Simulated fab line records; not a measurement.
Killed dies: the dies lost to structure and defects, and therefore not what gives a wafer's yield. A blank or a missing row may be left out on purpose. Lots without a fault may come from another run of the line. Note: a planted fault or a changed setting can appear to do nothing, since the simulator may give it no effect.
The same fault as seen by 2 desks	flow sky130	numbers are kept per desk, each desk with only its own; the story behind them comes last

THE METROLOGY DESK
What the gauges read for every lot (on any tool): the sampled wafers with a number, averaged. The brackets show how far a lot's mean lies from the usual mean; more than 4 standard deviations puts the lot out of limits, marked OUT.
Columns: A = VT_ADJUST_NCORE_OVL at SKY_VT_ADJUST_NCORE_OVL_MEAS_08, usual -1.4 nm; B = SONOS_ONO_OXIDATION_THK at SKY_SONOS_ONO_THK_MEAS_01, usual 2.59 nm
lot	first seen here	A	B
L676	day 8 20:11	-1.1	2.62
L677	day 9 05:08	-0.7	2.61
L678	day 9 11:11	-0.2	2.66
L680	day 9 18:07	-2.7	2.49
L681	day 10 04:05	-0.1	2.66
L683	day 10 15:18	-2.7	2.63
L684	day 10 20:15	-2.3	2.57
L685	day 11 07:57	-1.1	2.58
L686	day 11 17:53	0.2	2.62
L687	day 12 00:16	-3.5	2.56
L697	day 15 00:02	-3.0	2.93 (+6.1) OUT
L698	day 15 11:59	0.3	2.80
This desk reports L697 out of limits; the earliest was L697 at day 18 16:29 (SONOS_ONO_OXIDATION_THK at SKY_SONOS_ONO_THK_MEAS_01). In limits: L676, L677, L678, L680, L681, L683, L684, L685, L686, L687, L698.

AT THE TOOL OWNER'S DESK: furnace-01
The tool's own readings at SKY_SONOS_ONO_OXIDATION_00 (stabilise 600 s, purge 300 s, target thk 2.6 nm): means of the sampled wafers that have a number, for each lot that ran on this tool. The brackets show how far a lot's mean lies from the usual mean; more than 4 standard deviations puts the lot out of limits, marked OUT.
Columns: A = zone_power_top_pct at SKY_SONOS_ONO_OXIDATION_00, usual 28.0 %
lot	first seen here	A
L677	day 12 00:25	27.6
L678	day 12 07:38	27.6
L680	day 12 16:12	27.5
L681	day 13 04:11	27.4
L683	day 13 17:08	27.5
L686	day 14 22:32	27.5
L687	day 15 07:05	27.4
L697	day 18 15:08	27.3
L698	day 19 04:32	27.5
This desk's finding: nothing out of limits on any of the 9 lots.

PUT TOGETHER
At day 18 16:29 the metrology desk could have sounded an alarm, on L697.
Nothing out of limits was seen by the tool owner's desk.
On record at the tool owner's desk: L697, within its limits.
Every lot named ran SKY_SONOS_ONO_OXIDATION_00 on furnace-01.

WHAT THE SIMULATOR HAD INSERTED
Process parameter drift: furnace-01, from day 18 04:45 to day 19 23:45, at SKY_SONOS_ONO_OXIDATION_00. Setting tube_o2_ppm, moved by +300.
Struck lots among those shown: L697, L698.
Time in hours between the start of the fault and the first out-of-limits reading at each desk: metrology desk, 12.
